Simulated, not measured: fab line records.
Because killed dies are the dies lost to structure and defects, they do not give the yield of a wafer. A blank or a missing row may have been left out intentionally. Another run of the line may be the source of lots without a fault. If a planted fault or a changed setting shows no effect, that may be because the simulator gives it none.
A lot that was struck, set against a sound lot || flow sky130 || 17 steps out of a route of 708
Sound: wafers L937.1, L937.4, L937.5. Struck: wafers L953.4, L953.5 (left out: L953.2, a lot-mate that was not struck); the cause follows at the end.
At each step with rows: each side's tool, then ch and its chambers, then its first start. Under that, the readings that differ: sound wafers || struck wafers || difference of the means || sigmas: that difference in standard deviations of wafers without a fault.
alike: a reading whose means differ by less than 2 such deviations, as well as words and numbers matching on both sides. not compared: withheld readings; readings where some wafer has no value; bounds like >300 that might hide an equal value; numbers whose values overlap and for which the record gives no deviation.
The two part at a step that has a row with sigmas, a row that says differs or no value, or rows on one side only. Numbers that have no deviation but don't overlap get no sigmas and don't part them. Lack of a reading on every wafer of one side parts them only where that side has two or more wafers.

first, 3 steps without rows for these wafers: SKY_LI_CONTACT_EXPOSE_09 (exposes mask LICM1, target cd 170 nm); SKY_LI_CONTACT_PEB_10; SKY_LI_CONTACT_DEVELOP_11 (develop time 60 s).
SKY_LI_CONTACT_CD_MEAS_12 targets a cd of 170 nm.
  sound on cd-sem-01 at day 29 13:07; struck on cd-sem-01 at day 34 22:14
  alike: cd-nm
SKY_LI_CONTACT_OVL_MEAS_13:
  sound on overlay-02 at day 29 13:14; struck on overlay-02 at day 34 22:20
  alike: LI_CONTACT_OVL
SKY_LI_CONTACT_ETCH_14: etches BARC in N2/H2, stops on SiO2, time 45.9 s, target depth 60 nm.
  sound on rie-diel-02 ch 0,2, day 29 13:16; struck on rie-diel-04 ch 1, day 34 22:22
  alike: drypump-motor-current-A, oes-product-au, throttle-valve-pct
  not compared: rf-hours-counter-h
SKY_LI_CONTACT_ETCH_15: etches PSG in C4F8/O2/Ar, stops on Si, target depth 600 nm.
  sound on rie-diel-02 ch 0,2, day 29 13:19; struck on rie-diel-04 ch 1, day 34 22:25
  alike: oes-product-au
then, 3 steps without rows for these wafers: SKY_LI_CONTACT_STRIP_16 (strips in O2/N2); SKY_LI_CONTACT_CLEAN_17 (cleans in NMP, time 600 s); SKY_LI_CONTACT_PRE_CLEAN_18 (time 5.6 s).
SKY_LI_CONTACT_SPUTTER_19: material Ti, target thk 20 nm, time 106.37 s.
  sound on pvd-sputter-03 at day 29 13:42; struck on pvd-sputter-01 at day 34 22:47
  alike: throttle-valve-pct
SKY_LI_CONTACT_SPUTTER_20: material TiN, target thk 20 nm, time 80 s.
  sound on pvd-sputter-03 at day 29 13:46; struck on pvd-sputter-01 at day 34 22:52
  alike: throttle-valve-pct
SKY_LI_CONTACT_CVD_21: deposits W, target thk 400 nm, time 120.56 s.
  sound on cvd-w-02 ch 0,1, day 29 13:50; struck on cvd-w-01 ch 1, day 34 22:56
{"reading": "susceptor-temp-C (C)", "sound": "400.09 400.10 400.27", "struck": "390.29 390.43", "difference": -9.79, "sigmas": -43}
{"reading": "model.W_of_LI_CONTACT_CVD_21.thk-nm (nm)", "sound": "401.3 402.4 403.3", "struck": "336.1 338.9", "difference": -64.8, "sigmas": ""}
  alike: heater-power-w
SKY_LI_CONTACT_RS_MEAS_22: the measuring method here is four-point-probe.
  sound on film-metro-01 at day 29 13:58; struck on film-metro-04 at day 34 23:04
{"reading": "LI_CONTACT_W_RS (ohm/sq)", "sound": "0.2836 0.2833 0.2821", "struck": "0.3390 0.3360", "difference": "+0.0545", "sigmas": "+19"}
SKY_LI_CONTACT_THK_MEAS_23: measures by xrf.
  sound on film-metro-01 at day 29 14:05; struck on film-metro-04 at day 34 23:11
{"reading": "LI_CONTACT_W_THK (nm)", "sound": "407 408 408", "struck": "341 342", "difference": -66, "sigmas": -14}
SKY_LI_CONTACT_CMP_24: polishes, stops on PSG, t overpolish 20 s, target thk 0 nm.
  sound on cmp-01 ch 1,3, day 29 14:08; struck on cmp-02 ch 2, day 34 23:17
{"reading": "time-to-endpoint-s (s)", "sound": "103 103 106", "struck": "81 78", "difference": -24, "sigmas": -7}
  alike: edge-zone-pressure-frac, motor-current-A, platen-rpm
SKY_LOCAL_INTERCONNECT_SPUTTER_00: material TiN, target thk 100 nm, time 83.3 s.
  sound on pvd-sputter-02 at day 29 14:26; struck on pvd-sputter-04 at day 34 23:32
{"reading": "throttle-valve-pct (%)", "sound": "31.8 30.1 29.8", "struck": "27.0 28.9", "difference": -2.6, "sigmas": -2}
  alike: susceptor-temp-C

## WHERE THEY PART
Earliest at SKY_LI_CONTACT_CVD_21; latest, in this record, at SKY_LOCAL_INTERCONNECT_SPUTTER_00.

WHY: what the simulator had put in
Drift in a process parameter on cvd-w-01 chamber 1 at SKY_LI_CONTACT_CVD_21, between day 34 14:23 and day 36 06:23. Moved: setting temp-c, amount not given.
